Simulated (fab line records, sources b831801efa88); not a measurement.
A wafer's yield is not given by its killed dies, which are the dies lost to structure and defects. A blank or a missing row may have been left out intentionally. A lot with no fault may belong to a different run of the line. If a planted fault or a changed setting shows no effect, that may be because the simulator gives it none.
Code-filled problem report in 8D (eight disciplines) form + flow gf180mcu + the parts of the form that need people (team, actions taken, sign-off) are left out

## 1. THE PROBLEM
chamberO2Ppm at GF_SALICIDE_RTA_08 reads a mean of 1502.000 on 6 wafers of 2 lots; wafers without a fault read 2.002 with a standard deviation of 0.022. So: +99 or more standard deviations from the usual mean.
The step: time 30 s.
Earliest sighting: wafer L216.4 on rtpAnneal-01 at day 19 14:15. The record holds 18 wafers of 6 lots with a number at this step. By rule, "out" or "out of limits" means more than 4 standard deviations away from the usual mean. The other wafers with a number count as sound.

## 2. WHAT IT IS; WHAT IT IS NOT
| question                    | is                     | is not                                                                   |
|-----------------------------|------------------------|--------------------------------------------------------------------------|
| which readings at this step | chamberO2Ppm           | lampPowerPct, wafer_temp_C_max                                           |
| which lots                  | L216, L217             | L208, L212, L225, L226                                                   |
| which wafers of those lots  | all that have a number | -                                                                        |
| read on which tools         | rtpAnneal-01           | rtpAnneal-02                                                             |
| when                        | from day 19 14:15      | up to then (6 sound wafers); but 6 sound wafers of L225, L226 came after |

## 3. THE SUSPECTS, EACH WITH WHAT RULES IT OUT
Counting: a tool at any process step up to the reading remains a suspect when it ran all the lots that are out and ran no sound lot after the first of those.
- plasmaAsher-03 at GF_SAB_STRIP_13 (strips in O2/N2): ruled out as a lasting fault. After its first lot that is out, L216 (day 19 13:37), sound lots L225 ran on it.
- rtpAnneal-02 at GF_SALICIDE_RTA_06 (time 30 s): ruled out as a lasting fault. After its first lot that is out, L216 (day 19 14:04), sound lots L225 ran on it.
- rtpAnneal-01 at GF_SALICIDE_RTA_08 (time 30 s): kept. It processed each lot that is out, first L216 at day 19 14:15, and no sound lot thereafter; up to then, the last sound lot it processed was L212 at day 18 02:19. Its own readings are out on those wafers: chamberO2Ppm.
Remaining after the count: rtpAnneal-01 at GF_SALICIDE_RTA_08.

## 4. THE CAUSE (what the simulator had put in)
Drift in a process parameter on rtpAnneal-01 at GF_SALICIDE_RTA_08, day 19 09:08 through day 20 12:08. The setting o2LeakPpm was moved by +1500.
The count eliminated every tool but this one.

## 5. SEQUENCE OF EFFECTS, ordered by route
Each row: a reading whose mean over the struck wafers that have a number lies more than 3 standard deviations from the usual. Only readings for which the record gives a usual standard deviation are gone through. hours: the time from each lot's start at the first step in this table that gives one to its start at this step, as a median over the lots. sigmas: the change in usual standard deviations.
| hours | step               | reading      | usual | on struck wafers | change    | sigmas      |
|-------|--------------------|--------------|-------|------------------|-----------|-------------|
| 0     | GF_SALICIDE_RTA_08 | chamberO2Ppm | 2.002 | 1502.000         | +1499.998 | +99 or more |
Its process steps:
- GF_SALICIDE_RTA_08: time 30 s.

## 6. WHAT WOULD HAVE CAUGHT IT SOONER
In this record no reading fell out of limits until day 19 14:15, 5 hours after the fault had begun at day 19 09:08.
